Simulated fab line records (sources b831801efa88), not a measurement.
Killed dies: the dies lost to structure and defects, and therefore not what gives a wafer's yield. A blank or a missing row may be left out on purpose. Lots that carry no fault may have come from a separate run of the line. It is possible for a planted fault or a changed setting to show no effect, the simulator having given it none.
Which of the tools did it? || flow sky130 || Sampling: 24 lots, 72 wafers, 5 of 708 route steps

== WHAT THE GAUGES READ, wafer by wafer ==
SKY_NWELL_TW_MEAS_15. Usual: NWELL_TW gives 1834 (standard deviation 20).
{"lot": "L074", "measured": "day 4 22:21", "on": "film metro-03", "NWELL_TW": "1822 1826 1815", "flag": ""}
{"lot": "L075", "measured": "day 4 23:43", "on": "film metro-03", "NWELL_TW": "1827 1829 1824", "flag": ""}
{"lot": "L076", "measured": "day 5 02:42", "on": "film metro-03", "NWELL_TW": "1821 1814 1819", "flag": ""}
{"lot": "L077", "measured": "day 5 08:06", "on": "film metro-02", "NWELL_TW": "1831 1825 1821", "flag": ""}
{"lot": "L078", "measured": "day 5 13:32", "on": "film metro-03", "NWELL_TW": "1802 1808 1812", "flag": ""}
{"lot": "L079", "measured": "day 5 22:58", "on": "film metro-01", "NWELL_TW": "1853 1848 1859", "flag": ""}
{"lot": "L080", "measured": "day 6 07:58", "on": "film metro-02", "NWELL_TW": "1833 1822 1836", "flag": ""}
{"lot": "L081", "measured": "day 6 08:25", "on": "film metro-02", "NWELL_TW": "1838 1830 1828", "flag": ""}
{"lot": "L082", "measured": "day 6 13:32", "on": "film metro-03", "NWELL_TW": "1797 1801 1788", "flag": ""}
{"lot": "L083", "measured": "day 6 18:25", "on": "film metro-02", "NWELL_TW": "1823 1819 1815", "flag": ""}
{"lot": "L084", "measured": "day 7 00:19", "on": "film metro-02", "NWELL_TW": "1826 1838 1836", "flag": ""}
{"lot": "L085", "measured": "day 7 07:57", "on": "film metro-02", "NWELL_TW": "1835 1831 1831", "flag": ""}
{"lot": "L086", "measured": "day 7 17:50", "on": "film metro-01", "NWELL_TW": "1869 1855 1851", "flag": ""}
{"lot": "L087", "measured": "day 7 23:30", "on": "film metro-01", "NWELL_TW": "1879 1874 1869", "flag": ""}
{"lot": "L088", "measured": "day 8 07:50", "on": "film metro-01", "NWELL_TW": "1863 1866 1856", "flag": ""}
{"lot": "L089", "measured": "day 8 08:18", "on": "film metro-03", "NWELL_TW": "1823 1822 1822", "flag": ""}
{"lot": "L090", "measured": "day 8 11:43", "on": "film metro-03", "NWELL_TW": "1824 1822 1825", "flag": ""}
{"lot": "L091", "measured": "day 8 15:48", "on": "film metro-02", "NWELL_TW": "1817 1827 1824", "flag": ""}
{"lot": "L092", "measured": "day 8 21:34", "on": "film metro-01", "NWELL_TW": "1869 1867 1862", "flag": ""}
{"lot": "L093", "measured": "day 9 05:27", "on": "film metro-02", "NWELL_TW": "1816 1822 1823", "flag": ""}
{"lot": "L094", "measured": "day 9 11:07", "on": "film metro-01", "NWELL_TW": "1852 1863 1855", "flag": ""}
{"lot": "L095", "measured": "day 9 14:59", "on": "film metro-03", "NWELL_TW": "1799 1805 1812", "flag": ""}
{"lot": "L096", "measured": "day 9 22:52", "on": "film metro-01", "NWELL_TW": "1855 1850 1847", "flag": ""}
{"lot": "L097", "measured": "day 10 07:30", "on": "film metro-02", "NWELL_TW": "1833 1825 1838", "flag": ""}

SKY_VT_ADJUST_HVTP_CD_MEAS_07: the cd target is 380 nm. Usual: cd nm at 380.4 nm, with a standard deviation of 2.6.
{"lot": "L074", "measured": "day 6 10:19", "on": "cd sem-02", "cd nm (nm)": "379.8 381.8 379.5", "flag": ""}
{"lot": "L075", "measured": "day 6 10:55", "on": "cd sem-01", "cd nm (nm)": "376.0 376.3 377.3", "flag": ""}
{"lot": "L076", "measured": "day 6 16:04", "on": "cd sem-01", "cd nm (nm)": "381.6 381.0 380.7", "flag": ""}
{"lot": "L077", "measured": "day 6 20:46", "on": "cd sem-02", "cd nm (nm)": "380.5 379.8 376.9", "flag": ""}
{"lot": "L078", "measured": "day 7 03:01", "on": "cd sem-01", "cd nm (nm)": "380.5 382.1 381.3", "flag": ""}
{"lot": "L079", "measured": "day 7 12:47", "on": "cd sem-02", "cd nm (nm)": "384.4 386.5 382.3", "flag": ""}
{"lot": "L080", "measured": "day 7 22:02", "on": "cd sem-02", "cd nm (nm)": "376.8 380.3 379.1", "flag": ""}
{"lot": "L081", "measured": "day 7 23:35", "on": "cd sem-02", "cd nm (nm)": "386.5 385.8 385.5", "flag": ""}
{"lot": "L082", "measured": "day 8 05:14", "on": "cd sem-01", "cd nm (nm)": "381.7 382.3 381.7", "flag": ""}
{"lot": "L083", "measured": "day 8 10:52", "on": "cd sem-02", "cd nm (nm)": "380.5 380.9 379.6", "flag": ""}
{"lot": "L084", "measured": "day 8 16:25", "on": "cd sem-01", "cd nm (nm)": "374.1 376.2 376.3", "flag": ""}
{"lot": "L085", "measured": "day 9 01:02", "on": "cd sem-02", "cd nm (nm)": "384.4 381.0 381.8", "flag": ""}
{"lot": "L086", "measured": "day 9 12:01", "on": "cd sem-01", "cd nm (nm)": "378.6 380.2 379.5", "flag": ""}
{"lot": "L087", "measured": "day 9 19:55", "on": "cd sem-01", "cd nm (nm)": "382.0 380.1 380.9", "flag": ""}
{"lot": "L088", "measured": "day 10 03:17", "on": "cd sem-01", "cd nm (nm)": "380.4 382.3 380.9", "flag": ""}
{"lot": "L089", "measured": "day 10 03:35", "on": "cd sem-01", "cd nm (nm)": "379.2 381.3 380.5", "flag": ""}
{"lot": "L090", "measured": "day 10 08:59", "on": "cd sem-01", "cd nm (nm)": "381.1 383.0 381.8", "flag": ""}
{"lot": "L091", "measured": "day 10 11:35", "on": "cd sem-01", "cd nm (nm)": "381.9 380.5 378.8", "flag": ""}
{"lot": "L092", "measured": "day 10 19:26", "on": "cd sem-02", "cd nm (nm)": "380.6 377.4 378.0", "flag": ""}
{"lot": "L093", "measured": "day 11 02:25", "on": "cd sem-02", "cd nm (nm)": "376.2 378.1 377.9", "flag": ""}
{"lot": "L094", "measured": "day 11 09:10", "on": "cd sem-01", "cd nm (nm)": "375.9 376.2 377.6", "flag": ""}
{"lot": "L095", "measured": "day 11 12:34", "on": "cd sem-02", "cd nm (nm)": "382.6 378.7 381.8", "flag": ""}
{"lot": "L096", "measured": "day 11 21:46", "on": "cd sem-02", "cd nm (nm)": "379.6 379.5 381.0", "flag": ""}
{"lot": "L097", "measured": "day 12 06:11", "on": "cd sem-01", "cd nm (nm)": "383.1 383.0 384.5", "flag": ""}

SKY_PASSIVATION_THK_MEAS_03. Usual: PASSIVATION_CVD_02_THK gives 538 nm (standard deviation 6.9).
{"lot": "L074", "measured": "day 44 05:34", "on": "film metro-01", "PASSIVATION_CVD_02_THK (nm)": "543 547 546", "flag": ""}
{"lot": "L075", "measured": "day 44 05:27", "on": "film metro-02", "PASSIVATION_CVD_02_THK (nm)": "537 544 545", "flag": ""}
{"lot": "L076", "measured": "day 44 19:56", "on": "film metro-01", "PASSIVATION_CVD_02_THK (nm)": "544 536 538", "flag": ""}
{"lot": "L077", "measured": "day 44 18:10", "on": "film metro-01", "PASSIVATION_CVD_02_THK (nm)": "529 532 534", "flag": ""}
{"lot": "L078", "measured": "day 45 00:27", "on": "film metro-04", "PASSIVATION_CVD_02_THK (nm)": "540 542 538", "flag": ""}
{"lot": "L079", "measured": "day 45 16:47", "on": "film metro-02", "PASSIVATION_CVD_02_THK (nm)": "534 549 543", "flag": ""}
{"lot": "L080", "measured": "day 45 21:52", "on": "film metro-02", "PASSIVATION_CVD_02_THK (nm)": "530 542 540", "flag": ""}
{"lot": "L081", "measured": "day 45 18:52", "on": "film metro-02", "PASSIVATION_CVD_02_THK (nm)": "532 544 541", "flag": ""}
{"lot": "L082", "measured": "day 46 02:50", "on": "film metro-01", "PASSIVATION_CVD_02_THK (nm)": "533 547 551", "flag": ""}
{"lot": "L083", "measured": "day 46 09:40", "on": "film metro-04", "PASSIVATION_CVD_02_THK (nm)": "538 545 542", "flag": ""}
{"lot": "L084", "measured": "day 46 15:20", "on": "film metro-01", "PASSIVATION_CVD_02_THK (nm)": "531 546 540", "flag": ""}
{"lot": "L085", "measured": "day 46 16:44", "on": "film metro-02", "PASSIVATION_CVD_02_THK (nm)": "547 541 535", "flag": ""}
{"lot": "L086", "measured": "day 47 04:34", "on": "film metro-04", "PASSIVATION_CVD_02_THK (nm)": "529 545 541", "flag": ""}
{"lot": "L087", "measured": "day 47 12:24", "on": "film metro-02", "PASSIVATION_CVD_02_THK (nm)": "525 530 531", "flag": ""}
{"lot": "L088", "measured": "day 47 19:37", "on": "film metro-02", "PASSIVATION_CVD_02_THK (nm)": "541 536 547", "flag": ""}
{"lot": "L089", "measured": "day 47 21:18", "on": "film metro-01", "PASSIVATION_CVD_02_THK (nm)": "532 547 536", "flag": ""}
{"lot": "L090", "measured": "day 48 04:49", "on": "film metro-01", "PASSIVATION_CVD_02_THK (nm)": "548 545 547", "flag": ""}
{"lot": "L091", "measured": "day 48 07:31", "on": "film metro-01", "PASSIVATION_CVD_02_THK (nm)": "530 533 531", "flag": ""}
{"lot": "L092", "measured": "day 48 07:51", "on": "film metro-02", "PASSIVATION_CVD_02_THK (nm)": "525 534 539", "flag": ""}
{"lot": "L093", "measured": "day 48 13:44", "on": "film metro-02", "PASSIVATION_CVD_02_THK (nm)": "528 536 538", "flag": ""}
{"lot": "L094", "measured": "day 48 16:13", "on": "film metro-02", "PASSIVATION_CVD_02_THK (nm)": "543 550 547", "flag": ""}
{"lot": "L095", "measured": "day 48 19:13", "on": "film metro-02", "PASSIVATION_CVD_02_THK (nm)": "533 542 536", "flag": ""}
{"lot": "L096", "measured": "day 49 01:39", "on": "film metro-01", "PASSIVATION_CVD_02_THK (nm)": "532 527 542", "flag": ""}
{"lot": "L097", "measured": "day 49 09:32", "on": "film metro-04", "PASSIVATION_CVD_02_THK (nm)": "530 535 533", "flag": ""}

== WHICH TOOL RAN EACH LOT (tool, then ch and the chambers of the sampled wafers, then the start) ==
{"lot": "L074", "SKY_CONTACT_SPUTTER_23": "pvd sputter-03, day 32 04:06", "SKY_VIA1_SPUTTER_20": "pvd sputter-03, day 34 11:46"}
{"lot": "L075", "SKY_CONTACT_SPUTTER_23": "pvd sputter-02, day 32 02:37", "SKY_VIA1_SPUTTER_20": "pvd sputter-02, day 34 10:23"}
{"lot": "L076", "SKY_CONTACT_SPUTTER_23": "pvd sputter-04, day 32 17:25", "SKY_VIA1_SPUTTER_20": "pvd sputter-01, day 35 01:29"}
{"lot": "L077", "SKY_CONTACT_SPUTTER_23": "pvd sputter-04, day 32 15:13", "SKY_VIA1_SPUTTER_20": "pvd sputter-01, day 35 00:21"}
{"lot": "L078", "SKY_CONTACT_SPUTTER_23": "pvd sputter-02, day 33 00:41", "SKY_VIA1_SPUTTER_20": "pvd sputter-02, day 35 08:35"}
{"lot": "L079", "SKY_CONTACT_SPUTTER_23": "pvd sputter-04, day 33 17:29", "SKY_VIA1_SPUTTER_20": "pvd sputter-03, day 36 00:37"}
{"lot": "L080", "SKY_CONTACT_SPUTTER_23": "pvd sputter-02, day 34 03:14", "SKY_VIA1_SPUTTER_20": "pvd sputter-02, day 36 09:02"}
{"lot": "L081", "SKY_CONTACT_SPUTTER_23": "pvd sputter-03, day 33 23:19", "SKY_VIA1_SPUTTER_20": "pvd sputter-02, day 36 06:12"}
{"lot": "L082", "SKY_CONTACT_SPUTTER_23": "pvd sputter-02, day 34 08:18", "SKY_VIA1_SPUTTER_20": "pvd sputter-03, day 36 14:46"}
{"lot": "L083", "SKY_CONTACT_SPUTTER_23": "pvd sputter-03, day 34 17:49", "SKY_VIA1_SPUTTER_20": "pvd sputter-02, day 37 00:24"}
{"lot": "L084", "SKY_CONTACT_SPUTTER_23": "pvd sputter-04, day 35 00:02", "SKY_VIA1_SPUTTER_20": "pvd sputter-03, day 37 06:21"}
{"lot": "L085", "SKY_CONTACT_SPUTTER_23": "pvd sputter-03, day 35 03:44", "SKY_VIA1_SPUTTER_20": "pvd sputter-03, day 37 09:33"}
{"lot": "L086", "SKY_CONTACT_SPUTTER_23": "pvd sputter-03, day 35 15:28", "SKY_VIA1_SPUTTER_20": "pvd sputter-03, day 37 22:04"}
{"lot": "L087", "SKY_CONTACT_SPUTTER_23": "pvd sputter-02, day 36 00:08", "SKY_VIA1_SPUTTER_20": "pvd sputter-02, day 38 06:35"}
{"lot": "L088", "SKY_CONTACT_SPUTTER_23": "pvd sputter-04, day 36 12:13", "SKY_VIA1_SPUTTER_20": "pvd sputter-03, day 38 18:38"}
{"lot": "L089", "SKY_CONTACT_SPUTTER_23": "pvd sputter-04, day 36 13:50", "SKY_VIA1_SPUTTER_20": "pvd sputter-02, day 38 20:13"}
{"lot": "L090", "SKY_CONTACT_SPUTTER_23": "pvd sputter-04, day 36 20:01", "SKY_VIA1_SPUTTER_20": "pvd sputter-02, day 39 02:10"}
{"lot": "L091", "SKY_CONTACT_SPUTTER_23": "pvd sputter-03, day 37 02:01", "SKY_VIA1_SPUTTER_20": "pvd sputter-02, day 39 08:01"}
{"lot": "L092", "SKY_CONTACT_SPUTTER_23": "pvd sputter-04, day 37 02:07", "SKY_VIA1_SPUTTER_20": "pvd sputter-01, day 39 08:20"}
{"lot": "L093", "SKY_CONTACT_SPUTTER_23": "pvd sputter-03, day 37 12:25", "SKY_VIA1_SPUTTER_20": "pvd sputter-03, day 39 17:51"}
{"lot": "L094", "SKY_CONTACT_SPUTTER_23": "pvd sputter-04, day 37 17:19", "SKY_VIA1_SPUTTER_20": "pvd sputter-02, day 39 20:54"}
{"lot": "L095", "SKY_CONTACT_SPUTTER_23": "pvd sputter-03, day 37 20:52", "SKY_VIA1_SPUTTER_20": "pvd sputter-01, day 40 01:26"}
{"lot": "L096", "SKY_CONTACT_SPUTTER_23": "pvd sputter-02, day 38 03:04", "SKY_VIA1_SPUTTER_20": "pvd sputter-01, day 40 07:38"}
{"lot": "L097", "SKY_CONTACT_SPUTTER_23": "pvd sputter-02, day 38 14:31", "SKY_VIA1_SPUTTER_20": "pvd sputter-02, day 40 18:48"}
- SKY_CONTACT_SPUTTER_23: material TiN, target thk 20 nm, time 80 s.
- SKY_VIA1_SPUTTER_20: material TiN, target thk 20 nm, time 80 s.

== WHAT THE TOOLS THEMSELVES READ (means of the sampled wafers that have a number; where no wafer has one, the mark that the record gives instead) ==
SKY_CONTACT_SPUTTER_23. Usual: chamber pressure pa 5.000 Pa, standard deviation 0.01; throttle valve pct 30.4 %, standard deviation 1.2.
{"lot": "L074", "tool": "pvd sputter-03", "chamber pressure pa (Pa)": 5.008, "throttle valve pct (%)": 30.4, "flag": ""}
{"lot": "L075", "tool": "pvd sputter-02", "chamber pressure pa (Pa)": 5.010, "throttle valve pct (%)": 31.1, "flag": ""}
{"lot": "L076", "tool": "pvd sputter-04", "chamber pressure pa (Pa)": 5.002, "throttle valve pct (%)": 30.6, "flag": ""}
{"lot": "L077", "tool": "pvd sputter-04", "chamber pressure pa (Pa)": 4.999, "throttle valve pct (%)": 30.7, "flag": ""}
{"lot": "L078", "tool": "pvd sputter-02", "chamber pressure pa (Pa)": 5.011, "throttle valve pct (%)": 30.1, "flag": ""}
{"lot": "L079", "tool": "pvd sputter-04", "chamber pressure pa (Pa)": 5.011, "throttle valve pct (%)": 30.6, "flag": ""}
{"lot": "L080", "tool": "pvd sputter-02", "chamber pressure pa (Pa)": 4.999, "throttle valve pct (%)": 30.3, "flag": ""}
{"lot": "L081", "tool": "pvd sputter-03", "chamber pressure pa (Pa)": 4.991, "throttle valve pct (%)": 30.1, "flag": ""}
{"lot": "L082", "tool": "pvd sputter-02", "chamber pressure pa (Pa)": 4.998, "throttle valve pct (%)": 29.2, "flag": ""}
{"lot": "L083", "tool": "pvd sputter-03", "chamber pressure pa (Pa)": 4.994, "throttle valve pct (%)": 29.5, "flag": ""}
{"lot": "L084", "tool": "pvd sputter-04", "chamber pressure pa (Pa)": 5.004, "throttle valve pct (%)": 31.6, "flag": ""}
{"lot": "L085", "tool": "pvd sputter-03", "chamber pressure pa (Pa)": 5.006, "throttle valve pct (%)": 29.3, "flag": ""}
{"lot": "L086", "tool": "pvd sputter-03", "chamber pressure pa (Pa)": 4.997, "throttle valve pct (%)": 30.3, "flag": ""}
{"lot": "L087", "tool": "pvd sputter-02", "chamber pressure pa (Pa)": 4.996, "throttle valve pct (%)": 29.8, "flag": ""}
{"lot": "L088", "tool": "pvd sputter-04", "chamber pressure pa (Pa)": 5.002, "throttle valve pct (%)": 30.6, "flag": ""}
{"lot": "L089", "tool": "pvd sputter-04", "chamber pressure pa (Pa)": 4.999, "throttle valve pct (%)": 31.6, "flag": ""}
{"lot": "L090", "tool": "pvd sputter-04", "chamber pressure pa (Pa)": 5.001, "throttle valve pct (%)": 31.5, "flag": ""}
{"lot": "L091", "tool": "pvd sputter-03", "chamber pressure pa (Pa)": 5.001, "throttle valve pct (%)": 31.1, "flag": ""}
{"lot": "L092", "tool": "pvd sputter-04", "chamber pressure pa (Pa)": 5.008, "throttle valve pct (%)": 31.6, "flag": ""}
{"lot": "L093", "tool": "pvd sputter-03", "chamber pressure pa (Pa)": 4.991, "throttle valve pct (%)": 31.1, "flag": ""}
{"lot": "L094", "tool": "pvd sputter-04", "chamber pressure pa (Pa)": 5.009, "throttle valve pct (%)": 31.5, "flag": ""}
{"lot": "L095", "tool": "pvd sputter-03", "chamber pressure pa (Pa)": 5.004, "throttle valve pct (%)": 30.2, "flag": ""}
{"lot": "L096", "tool": "pvd sputter-02", "chamber pressure pa (Pa)": 4.993, "throttle valve pct (%)": 30.2, "flag": ""}
{"lot": "L097", "tool": "pvd sputter-02", "chamber pressure pa (Pa)": 4.995, "throttle valve pct (%)": 29.1, "flag": ""}

SKY_VIA1_SPUTTER_20. Usual: chamber pressure pa 5.000 Pa, standard deviation 0.0096; throttle valve pct 29.9 %, standard deviation 1.1.
{"lot": "L074", "tool": "pvd sputter-03", "chamber pressure pa (Pa)": 4.992, "throttle valve pct (%)": 29.8, "flag": ""}
{"lot": "L075", "tool": "pvd sputter-02", "chamber pressure pa (Pa)": 4.993, "throttle valve pct (%)": 29.0, "flag": ""}
{"lot": "L076", "tool": "pvd sputter-01", "chamber pressure pa (Pa)": 4.996, "throttle valve pct (%)": 29.6, "flag": ""}
{"lot": "L077", "tool": "pvd sputter-01", "chamber pressure pa (Pa)": 5.011, "throttle valve pct (%)": 29.5, "flag": ""}
{"lot": "L078", "tool": "pvd sputter-02", "chamber pressure pa (Pa)": 5.003, "throttle valve pct (%)": 29.0, "flag": ""}
{"lot": "L079", "tool": "pvd sputter-03", "chamber pressure pa (Pa)": 5.006, "throttle valve pct (%)": 30.5, "flag": ""}
{"lot": "L080", "tool": "pvd sputter-02", "chamber pressure pa (Pa)": 5.000, "throttle valve pct (%)": 31.2, "flag": ""}
{"lot": "L081", "tool": "pvd sputter-02", "chamber pressure pa (Pa)": 4.994, "throttle valve pct (%)": 29.7, "flag": ""}
{"lot": "L082", "tool": "pvd sputter-03", "chamber pressure pa (Pa)": 4.995, "throttle valve pct (%)": 30.0, "flag": ""}
{"lot": "L083", "tool": "pvd sputter-02", "chamber pressure pa (Pa)": 4.999, "throttle valve pct (%)": 30.3, "flag": ""}
{"lot": "L084", "tool": "pvd sputter-03", "chamber pressure pa (Pa)": 4.993, "throttle valve pct (%)": 30.7, "flag": ""}
{"lot": "L085", "tool": "pvd sputter-03", "chamber pressure pa (Pa)": 5.011, "throttle valve pct (%)": 29.8, "flag": ""}
{"lot": "L086", "tool": "pvd sputter-03", "chamber pressure pa (Pa)": 5.004, "throttle valve pct (%)": 30.8, "flag": ""}
{"lot": "L087", "tool": "pvd sputter-02", "chamber pressure pa (Pa)": 4.989, "throttle valve pct (%)": 29.9, "flag": ""}
{"lot": "L088", "tool": "pvd sputter-03", "chamber pressure pa (Pa)": 5.010, "throttle valve pct (%)": 30.2, "flag": ""}
{"lot": "L089", "tool": "pvd sputter-02", "chamber pressure pa (Pa)": 5.004, "throttle valve pct (%)": 29.7, "flag": ""}
{"lot": "L090", "tool": "pvd sputter-02", "chamber pressure pa (Pa)": 5.005, "throttle valve pct (%)": 29.3, "flag": ""}
{"lot": "L091", "tool": "pvd sputter-02", "chamber pressure pa (Pa)": 5.002, "throttle valve pct (%)": 30.4, "flag": ""}
{"lot": "L092", "tool": "pvd sputter-01", "chamber pressure pa (Pa)": 4.995, "throttle valve pct (%)": 29.9, "flag": ""}
{"lot": "L093", "tool": "pvd sputter-03", "chamber pressure pa (Pa)": 4.996, "throttle valve pct (%)": 29.9, "flag": ""}
{"lot": "L094", "tool": "pvd sputter-02", "chamber pressure pa (Pa)": 5.007, "throttle valve pct (%)": 29.2, "flag": ""}
{"lot": "L095", "tool": "pvd sputter-01", "chamber pressure pa (Pa)": 5.000, "throttle valve pct (%)": 29.7, "flag": ""}
{"lot": "L096", "tool": "pvd sputter-01", "chamber pressure pa (Pa)": 4.999, "throttle valve pct (%)": 29.8, "flag": ""}
{"lot": "L097", "tool": "pvd sputter-02", "chamber pressure pa (Pa)": 4.999, "throttle valve pct (%)": 29.0, "flag": ""}

== THE ANSWER, worked out from the rows above alone ==
Rule: a lot is off if the mean of its wafers that have a number lies more than 3 standard deviations from the usual mean. A lot without any number at a reading at which 4 lots or more have one is off too. Any other lot the step has rows for is counted as sound. After the gauges, taken in route order, come the tools' own readings; for these a lot's mean is taken, as printed above. The first step at which some lot is off is used, and at that step the reading that is off furthest; a lot without a number counts as furthest.
No lot is off on any of the readings shown, so nothing can be concluded from this.

== WHAT THE SIMULATOR HAD PUT IN ==
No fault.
